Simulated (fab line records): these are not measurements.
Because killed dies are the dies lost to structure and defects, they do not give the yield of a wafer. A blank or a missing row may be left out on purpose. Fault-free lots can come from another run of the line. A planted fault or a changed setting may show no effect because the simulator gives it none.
Which of the tools did it? | flow sky130 | Sampling: 11 lots, 33 wafers, 3 of 708 route steps

== WHAT EACH GAUGE READ, for each wafer ==
SKY_PASSIVATION_THK_MEAS_03.
lot  | measured     | on            | PASSIVATION_CVD_02_THK (nm)
L154 | day 44 11:34 | film_metro-04 | 538 540 548
L156 | day 44 16:14 | film_metro-01 | 531 543 545
L155 | day 44 17:37 | film_metro-04 | 540 542 545
L157 | day 45 04:41 | film_metro-03 | 544 548 550
L164 | day 46 22:32 | film_metro-03 | 735 742 548
L165 | day 47 05:05 | film_metro-01 | 539 554 752
L169 | day 48 02:20 | film_metro-04 | 532 540 543
L171 | day 48 12:23 | film_metro-01 | 536 549 546
L173 | day 48 22:44 | film_metro-03 | 541 546 542
L174 | day 49 05:01 | film_metro-01 | 524 536 534
L176 | day 49 08:06 | film_metro-01 | 528 543 541

== WHICH TOOL RAN EACH LOT (tool, then ch and the chambers of the sampled wafers, then the start) ==
lot  | SKY_LOCAL_INTERCONNECT_METAL_ETCH_14 | SKY_PASSIVATION_CVD_02
L154 | rie_metal-02 ch 0,1, day 31 07:29    | pecvd-04 ch 0,1, day 44 11:19
L156 | rie_metal-01 ch 0,1, day 31 11:40    | pecvd-04 ch 0,1,2, day 44 16:00
L155 | rie_metal-01 ch 0,1, day 31 12:59    | pecvd-03 ch 1,2, day 44 17:22
L157 | rie_metal-02 ch 0,1, day 31 21:55    | pecvd-04 ch 0,2, day 45 04:27
L164 | rie_metal-02 ch 0,1, day 34 05:50    | pecvd-04 ch 0,1, day 46 22:19
L165 | rie_metal-02 ch 0,1, day 34 13:41    | pecvd-04 ch 0,1,2, day 47 04:52
L169 | rie_metal-04 ch 0,1, day 35 13:51    | pecvd-03 ch 0,1, day 48 02:06
L171 | rie_metal-02 ch 1, day 36 08:23      | pecvd-01 ch 0,2, day 48 12:10
L173 | rie_metal-02 ch 1, day 36 21:25      | pecvd-01 ch 1,2, day 48 22:30
L174 | rie_metal-01 ch 1, day 37 04:02      | pecvd-03 ch 0,2, day 49 04:47
L176 | rie_metal-04 ch 1, day 37 09:26      | pecvd-01 ch 0,2, day 49 07:53
- SKY_LOCAL_INTERCONNECT_METAL_ETCH_14: etches TiN in Cl2/BCl3, stops on PSG, target depth 110 nm, time 31.4 s.
- SKY_PASSIVATION_CVD_02: deposits Si3N4, target thk 540 nm.

== THE ANSWER, worked out from the rows above alone ==
Rule: what is usual is taken from the lots themselves. Put in order of their means at a reading, lots are off if they are a third of the lots or fewer, leave a main group of 4 or more, and stand apart from it by a gap of 3 or more times the standard deviation of the main group's means; of several such gaps the widest counts. A main group whose means are all the same, to the digits that the tables above print for the reading, isn't used. Also off: a lot with no number at a reading for which 4 or more lots have one. Any other lot the step has rows for is counted as sound.
Off: L164, L165, seen at SKY_PASSIVATION_THK_MEAS_03 (PASSIVATION_CVD_02_THK). The main group has a mean of 541 nm with a standard deviation of 4.3.
If a tool, at a process step before that reading, ran all the lots that are off and no sound lot after the first of them, it fits. The gauges at SKY_PASSIVATION_THK_MEAS_03 are tried like those tools. One candidate fits, namely pecvd-04 at SKY_PASSIVATION_CVD_02. A fault onset in the window from L157 (day 45 04:27, its last sound lot) to L164 (day 46 22:19, its first lot off) fits.

== WHAT THE SIMULATOR PUT IN ==
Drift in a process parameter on pecvd-04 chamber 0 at SKY_PASSIVATION_CVD_02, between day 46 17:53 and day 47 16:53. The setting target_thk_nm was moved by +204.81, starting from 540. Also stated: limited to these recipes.
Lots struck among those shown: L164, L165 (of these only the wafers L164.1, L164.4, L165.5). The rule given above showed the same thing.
